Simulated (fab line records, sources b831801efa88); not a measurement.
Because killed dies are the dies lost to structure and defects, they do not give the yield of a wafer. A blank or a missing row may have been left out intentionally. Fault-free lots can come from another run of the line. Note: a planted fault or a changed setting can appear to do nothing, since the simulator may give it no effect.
Problem report, 8D (eight disciplines) form, completed by code | flow gf180mcu | the parts of the form that need people (team, actions taken, sign-off) are left out
Where a reading is given only as a bound, like >300, the bound stands for it, and a mean or a difference that rests on one is marked > or <: the true number lies beyond.

1. WHAT IS WRONG
Across 6 wafers from 2 lots, M4_ALCU_RS at GF_M4_RS_MEAS_05 averages 6.9954 ohm/sq, while fault-free wafers read 0.0697 ohm/sq with a standard deviation of 0.00066. That is +99 or more standard deviations from the usual mean.
The step: measures by four-point-probe.
Seen first at day 25 07:59 on film-metro-03, wafer L303.3. The record has a number at this step for 42 wafers belonging to 14 lots. Rule for "out" (also "out of limits"): further than 4 standard deviations from the usual mean. Any other wafer with a number is counted as sound.

2. WHAT IT IS; WHAT IT IS NOT
question                    | is                     | is not
which readings at this step | M4_ALCU_RS             | -
which lots                  | L303, L304             | L295, L296, L297, L307, L308, L311, L312, L313, L314, L315, L317, L318
which wafers of those lots  | all that have a number | -
read on which gauges        | film-metro-03          | film-metro-01, film-metro-02
when                        | from day 25 07:59      | up to then (9 sound wafers); but 27 sound wafers of L307, L308, L311, L312, L313, L314, L315, L317, L318 came after

3. SUSPECTS, AND WHAT RULES EACH OUT
Counting: a tool at any process step up to the reading remains a suspect when it ran all the lots that are out and ran no sound lot after the first of those.
- the gauge at GF_M4_RS_MEAS_05: kept. All the wafers that are out were read on film-metro-03, and no step on other tools shows them out.
- pvd-sputter-02 at GF_M4_SPUTTER_02 (material AlCu, target thk 450 nm, time 23.9 s): ruled out as a lasting fault. The sound lots L308, L311, L312, L314, L317 went through it after L303, its earliest lot that is out (day 25 07:52).
After counting, what remains is film-metro-03 at GF_M4_RS_MEAS_05.

4. THE CAUSE (what the simulator had put in)
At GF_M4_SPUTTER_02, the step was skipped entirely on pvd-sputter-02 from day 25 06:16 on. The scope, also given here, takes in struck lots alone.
The count ruled it out by mistake, since the rule takes a fault to strike every lot its tool runs from the start of the fault on, and this one did not do so.

5. THE CHAIN OF EFFECTS, in route order
Each row: a reading where the mean over the struck wafers with a number is more than 3 standard deviations away from the usual. Only readings for which the record gives a usual standard deviation are gone through. hours: the time from each lot's start at the first step in this table that gives one to its start at this step, as a median over the lots. sigmas: the change in usual standard deviations.
hours | step              | reading     | usual         | on struck wafers | change  | sigmas
0     | GF_M4_RS_MEAS_05  | M4_ALCU_RS  | 0.0697 ohm/sq | 6.9954           | +6.9257 | +99 or more
0     | GF_M4_THK_MEAS_06 | M4_ALCU_THK | 440 nm        | <0               | <-440   | -99 or more
Readings that are blank on the struck wafers while sound wafers have them: cathode-dc-power-W at GF_M4_SPUTTER_02; chamber-pressure-pa at GF_M4_SPUTTER_02; throttle-valve-pct at GF_M4_SPUTTER_02.

6. HOW IT WOULD HAVE BEEN CAUGHT EARLIER
Counted from the fault's start at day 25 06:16, it took 2 hours until the first out-of-limits reading at a measuring or inspecting step in this record, taken at day 25 07:59.
At GF_M4_SPUTTER_02 the tool's readings are blank on the struck wafers, where sound wafers have them: an empty tool record is the first sign, and it was there at once.
